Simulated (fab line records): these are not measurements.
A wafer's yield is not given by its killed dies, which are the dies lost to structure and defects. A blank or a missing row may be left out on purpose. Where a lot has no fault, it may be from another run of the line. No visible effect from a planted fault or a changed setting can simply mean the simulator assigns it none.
Which of the tools did it? :: flow gf180mcu :: 36 wafers from 12 lots sampled at 6 of the route's 602 steps

## WHAT THE GAUGES READ, wafer by wafer
GF_LVPWELL_TW_MEAS_11. Usual: for LVPWELL_TW the level is 564 and the standard deviation is 5.
lot: L448
measured: day 4 03:44
on: film metro-02
LVPWELL_TW: 561 562 565
flag: 

lot: L451
measured: day 4 20:14
on: film metro-01
LVPWELL_TW: 568 567 567
flag: 

lot: L453
measured: day 5 06:28
on: film metro-01
LVPWELL_TW: 572 567 571
flag: 

lot: L455
measured: day 5 20:17
on: film metro-01
LVPWELL_TW: 572 569 573
flag: 

lot: L457
measured: day 6 08:20
on: film metro-01
LVPWELL_TW: 569 575 569
flag: 

lot: L461
measured: day 7 05:46
on: film metro-04
LVPWELL_TW: 559 561 561
flag: 

lot: L462
measured: day 7 10:37
on: film metro-01
LVPWELL_TW: 568 566 566
flag: 

lot: L463
measured: day 7 16:46
on: film metro-01
LVPWELL_TW: 569 570 566
flag: 

lot: L465
measured: day 8 01:10
on: film metro-04
LVPWELL_TW: 557 558 556
flag: 

lot: L467
measured: day 8 12:40
on: film metro-02
LVPWELL_TW: 561 563 558
flag: 

lot: L468
measured: day 8 18:55
on: film metro-02
LVPWELL_TW: 560 562 564
flag: 

lot: L470
measured: day 9 06:32
on: film metro-04
LVPWELL_TW: 560 559 563
flag: 

GF_MVPSD_TW_MEAS_11. Usual: for MVPSD_TW the level is 557 and the standard deviation is 5.8.
lot: L448
measured: day 5 08:02
on: film metro-04
MVPSD_TW: 554 554 553
flag: 

lot: L451
measured: day 6 02:11
on: film metro-04
MVPSD_TW: 552 551 550
flag: 

lot: L453
measured: day 6 13:20
on: film metro-01
MVPSD_TW: 561 565 560
flag: 

lot: L455
measured: day 7 02:43
on: film metro-02
MVPSD_TW: 579 577 579
flag: OFF

lot: L457
measured: day 7 15:46
on: film metro-04
MVPSD_TW: 576 573 576
flag: OFF

lot: L461
measured: day 8 14:58
on: film metro-04
MVPSD_TW: 552 553 550
flag: 

lot: L462
measured: day 8 18:55
on: film metro-04
MVPSD_TW: 552 552 552
flag: 

lot: L463
measured: day 9 01:28
on: film metro-01
MVPSD_TW: 569 565 570
flag: 

lot: L465
measured: day 9 10:43
on: film metro-02
MVPSD_TW: 557 557 560
flag: 

lot: L467
measured: day 9 23:38
on: film metro-01
MVPSD_TW: 565 567 564
flag: 

lot: L468
measured: day 10 05:43
on: film metro-04
MVPSD_TW: 552 549 554
flag: 

lot: L470
measured: day 10 18:56
on: film metro-01
MVPSD_TW: 560 559 562
flag: 

GF_VT_IMPLANT_OVL_MEAS_18. Usual: for VT_IMPLANT_01_OVL the level is -0.5 nm and the standard deviation is 1.2.
lot: L448
measured: day 6 13:01
on: overlay-01
VT_IMPLANT_01_OVL (nm): -0.8 -0.6 -1.8
flag: 

lot: L451
measured: day 7 08:53
on: overlay-01
VT_IMPLANT_01_OVL (nm): -2.4 -2.2 -1.0
flag: 

lot: L453
measured: day 7 20:51
on: overlay-02
VT_IMPLANT_01_OVL (nm): -1.7 -1.2 -0.8
flag: 

lot: L455
measured: day 8 09:23
on: overlay-02
VT_IMPLANT_01_OVL (nm): -0.4 0.2 -0.3
flag: 

lot: L457
measured: day 9 00:14
on: overlay-01
VT_IMPLANT_01_OVL (nm): 0.2 0.3 -2.3
flag: 

lot: L461
measured: day 10 01:34
on: overlay-02
VT_IMPLANT_01_OVL (nm): 2.2 -0.7 -0.2
flag: 

lot: L462
measured: day 10 04:56
on: overlay-02
VT_IMPLANT_01_OVL (nm): -1.7 -1.8 -0.3
flag: 

lot: L463
measured: day 10 12:11
on: overlay-01
VT_IMPLANT_01_OVL (nm): -1.1 0.6 -1.1
flag: 

lot: L465
measured: day 10 21:52
on: overlay-01
VT_IMPLANT_01_OVL (nm): -0.3 0.3 -0.6
flag: 

lot: L467
measured: day 11 12:11
on: overlay-02
VT_IMPLANT_01_OVL (nm): 2.1 1.5 1.5
flag: 

lot: L468
measured: day 11 18:25
on: overlay-02
VT_IMPLANT_01_OVL (nm): -0.8 -1.3 -1.5
flag: 

lot: L470
measured: day 12 08:15
on: overlay-01
VT_IMPLANT_01_OVL (nm): 0.6 -0.3 0.1
flag: 

GF_VT_IMPLANT_RS_MEAS_49: measures by four-point-probe. Usual: for MVPSD_RS the level is 1167 ohm/sq and the standard deviation is 3.2.
lot: L448
measured: day 7 21:35
on: film metro-02
MVPSD_RS (ohm/sq): 1166 1167 1169
flag: 

lot: L451
measured: day 8 17:52
on: film metro-02
MVPSD_RS (ohm/sq): 1170 1168 1165
flag: 

lot: L453
measured: day 9 06:37
on: film metro-01
MVPSD_RS (ohm/sq): 1170 1167 1172
flag: 

lot: L455
measured: day 9 20:46
on: film metro-02
MVPSD_RS (ohm/sq): 1038 1039 1042
flag: OFF

lot: L457
measured: day 10 11:44
on: film metro-01
MVPSD_RS (ohm/sq): 1040 1034 1036
flag: OFF

lot: L461
measured: day 11 15:34
on: film metro-01
MVPSD_RS (ohm/sq): 1172 1166 1168
flag: 

lot: L462
measured: day 11 18:34
on: film metro-02
MVPSD_RS (ohm/sq): 1166 1161 1165
flag: 

lot: L463
measured: day 12 02:21
on: film metro-01
MVPSD_RS (ohm/sq): 1169 1166 1169
flag: 

lot: L465
measured: day 12 12:44
on: film metro-01
MVPSD_RS (ohm/sq): 1164 1168 1162
flag: 

lot: L467
measured: day 13 03:25
on: film metro-04
MVPSD_RS (ohm/sq): 1174 1170 1169
flag: 

lot: L468
measured: day 13 10:22
on: film metro-01
MVPSD_RS (ohm/sq): 1163 1164 1163
flag: 

lot: L470
measured: day 14 00:59
on: film metro-01
MVPSD_RS (ohm/sq): 1174 1174 1172
flag: 

## WHICH TOOL RAN EACH LOT (tool, then ch and the chambers of the sampled wafers, then the start)
lot: L448
GF_LVPWELL_STRIP_10: plasma asher-02 ch 0,1, day 4 03:38
GF_MVPSD_IMPLANT_09: implanter-02 ch 0, day 5 07:49

lot: L451
GF_LVPWELL_STRIP_10: plasma asher-02 ch 0,1, day 4 20:07
GF_MVPSD_IMPLANT_09: implanter-04 ch 0, day 6 01:57

lot: L453
GF_LVPWELL_STRIP_10: plasma asher-01 ch 0,1, day 5 06:22
GF_MVPSD_IMPLANT_09: implanter-04 ch 0, day 6 13:06

lot: L455
GF_LVPWELL_STRIP_10: plasma asher-04 ch 0,1, day 5 20:11
GF_MVPSD_IMPLANT_09: implanter-04 ch 0, day 7 02:28

lot: L457
GF_LVPWELL_STRIP_10: plasma asher-01 ch 0,1, day 6 08:14
GF_MVPSD_IMPLANT_09: implanter-04 ch 0, day 7 15:31

lot: L461
GF_LVPWELL_STRIP_10: plasma asher-04 ch 0,1, day 7 05:40
GF_MVPSD_IMPLANT_09: implanter-01 ch 0, day 8 14:44

lot: L462
GF_LVPWELL_STRIP_10: plasma asher-02 ch 1, day 7 10:31
GF_MVPSD_IMPLANT_09: implanter-02 ch 0, day 8 18:41

lot: L463
GF_LVPWELL_STRIP_10: plasma asher-01 ch 0,1, day 7 16:40
GF_MVPSD_IMPLANT_09: implanter-02 ch 0, day 9 01:13

lot: L465
GF_LVPWELL_STRIP_10: plasma asher-04 ch 0,1, day 8 01:04
GF_MVPSD_IMPLANT_09: implanter-02 ch 0, day 9 10:28

lot: L467
GF_LVPWELL_STRIP_10: plasma asher-01 ch 0,1, day 8 12:34
GF_MVPSD_IMPLANT_09: implanter-04 ch 0, day 9 23:23

lot: L468
GF_LVPWELL_STRIP_10: plasma asher-02 ch 0, day 8 18:49
GF_MVPSD_IMPLANT_09: implanter-04 ch 0, day 10 05:28

lot: L470
GF_LVPWELL_STRIP_10: plasma asher-04 ch 0,1, day 9 06:26
GF_MVPSD_IMPLANT_09: implanter-02 ch 0, day 10 18:42
- GF_LVPWELL_STRIP_10: strips in O2/N2.
- GF_MVPSD_IMPLANT_09

## WHAT THE TOOLS THEMSELVES READ (means of the sampled wafers that have a number; where no wafer has one, the mark that the record gives instead)
GF_LVPWELL_STRIP_10. Usual: chamber pressure mTorr 1499.9 mTorr, standard deviation 1.3; drypump motor current A 5.5 A, standard deviation 0.42; heater power w 341 W, standard deviation 44; oes product au 0.723 a.u., standard deviation 0.0046; strip time to endpoint s 36.96 s, standard deviation 0.1.
lot: L448
tool: plasma asher-02
chamber pressure mTorr (mTorr): 1499.8
drypump motor current A (A): 5.7
heater power w (W): 298
oes product au (a.u.): 0.722
strip time to endpoint s (s): 36.90
flag: 

lot: L451
tool: plasma asher-02
chamber pressure mTorr (mTorr): 1500.2
drypump motor current A (A): 5.3
heater power w (W): 292
oes product au (a.u.): 0.725
strip time to endpoint s (s): 36.89
flag: 

lot: L453
tool: plasma asher-01
chamber pressure mTorr (mTorr): 1500.3
drypump motor current A (A): 5.5
heater power w (W): 342
oes product au (a.u.): 0.725
strip time to endpoint s (s): 37.07
flag: 

lot: L455
tool: plasma asher-04
chamber pressure mTorr (mTorr): 1498.5
drypump motor current A (A): 5.7
heater power w (W): 383
oes product au (a.u.): 0.723
strip time to endpoint s (s): 36.99
flag: 

lot: L457
tool: plasma asher-01
chamber pressure mTorr (mTorr): 1499.1
drypump motor current A (A): 5.4
heater power w (W): 333
oes product au (a.u.): 0.720
strip time to endpoint s (s): 36.90
flag: 

lot: L461
tool: plasma asher-04
chamber pressure mTorr (mTorr): 1499.5
drypump motor current A (A): 5.7
heater power w (W): 392
oes product au (a.u.): 0.722
strip time to endpoint s (s): 36.82
flag: 

lot: L462
tool: plasma asher-02
chamber pressure mTorr (mTorr): 1500.7
drypump motor current A (A): 6.1
heater power w (W): 308
oes product au (a.u.): 0.719
strip time to endpoint s (s): 36.83
flag: 

lot: L463
tool: plasma asher-01
chamber pressure mTorr (mTorr): 1499.6
drypump motor current A (A): 5.4
heater power w (W): 327
oes product au (a.u.): 0.723
strip time to endpoint s (s): 36.88
flag: 

lot: L465
tool: plasma asher-04
chamber pressure mTorr (mTorr): 1500.0
drypump motor current A (A): 5.7
heater power w (W): 387
oes product au (a.u.): 0.723
strip time to endpoint s (s): 36.98
flag: 

lot: L467
tool: plasma asher-01
chamber pressure mTorr (mTorr): 1499.7
drypump motor current A (A): 5.6
heater power w (W): 343
oes product au (a.u.): 0.725
strip time to endpoint s (s): 37.01
flag: 

lot: L468
tool: plasma asher-02
chamber pressure mTorr (mTorr): 1500.3
drypump motor current A (A): 4.9
heater power w (W): 288
oes product au (a.u.): 0.724
strip time to endpoint s (s): 36.98
flag: 

lot: L470
tool: plasma asher-04
chamber pressure mTorr (mTorr): 1499.0
drypump motor current A (A): 5.4
heater power w (W): 357
oes product au (a.u.): 0.720
strip time to endpoint s (s): 36.84
flag: 

GF_MVPSD_IMPLANT_09. Usual: dose ions cm2 5e+12, standard deviation 5.2e+09; faraday current uA 28.2, standard deviation 0.53.
lot: L448
tool: implanter-02
dose ions cm2: 5e+12
faraday current uA: 28.8
flag: 

lot: L451
tool: implanter-04
dose ions cm2: 5e+12
faraday current uA: 27.9
flag: 

lot: L453
tool: implanter-04
dose ions cm2: 5e+12
faraday current uA: 28.8
flag: 

lot: L455
tool: implanter-04
dose ions cm2: 9e+12
faraday current uA: 49.1
flag: OFF

lot: L457
tool: implanter-04
dose ions cm2: 9e+12
faraday current uA: 48.4
flag: OFF

lot: L461
tool: implanter-01
dose ions cm2: 5e+12
faraday current uA: 27.8
flag: 

lot: L462
tool: implanter-02
dose ions cm2: 5e+12
faraday current uA: 28.2
flag: 

lot: L463
tool: implanter-02
dose ions cm2: 5e+12
faraday current uA: 28.4
flag: 

lot: L465
tool: implanter-02
dose ions cm2: 5e+12
faraday current uA: 28.1
flag: 

lot: L467
tool: implanter-04
dose ions cm2: 5e+12
faraday current uA: 28.2
flag: 

lot: L468
tool: implanter-04
dose ions cm2: 5e+12
faraday current uA: 27.9
flag: 

lot: L470
tool: implanter-02
dose ions cm2: 5e+12
faraday current uA: 28.2
flag: 

## THE ANSWER, worked out from the rows above alone
Rule: take the mean of a lot's wafers that have a number; if it is more than 3 standard deviations from the usual mean, the lot is off. A lot without any number at a reading at which 4 lots or more have one is off too. Where the step has rows for the other lots, those lots are counted as sound. After the gauges, taken in route order, come the tools' own readings; for these a lot's mean is taken, as printed above. The first step at which some lot is off is used, and at that step the reading that is off furthest; a lot without a number counts as furthest.
Off: at GF_MVPSD_TW_MEAS_11 (MVPSD_TW), L455, L457.
A tool fits if, at a process step before that reading, it ran every lot that is off, and no sound lot after the first of them. Not tried: the gauges at GF_MVPSD_TW_MEAS_11; whatever is off there is also off at GF_MVPSD_IMPLANT_09, on other tools, and gauge error can't account for it. No candidate that was tried fits.

## WHAT THE SIMULATOR HAD INSERTED
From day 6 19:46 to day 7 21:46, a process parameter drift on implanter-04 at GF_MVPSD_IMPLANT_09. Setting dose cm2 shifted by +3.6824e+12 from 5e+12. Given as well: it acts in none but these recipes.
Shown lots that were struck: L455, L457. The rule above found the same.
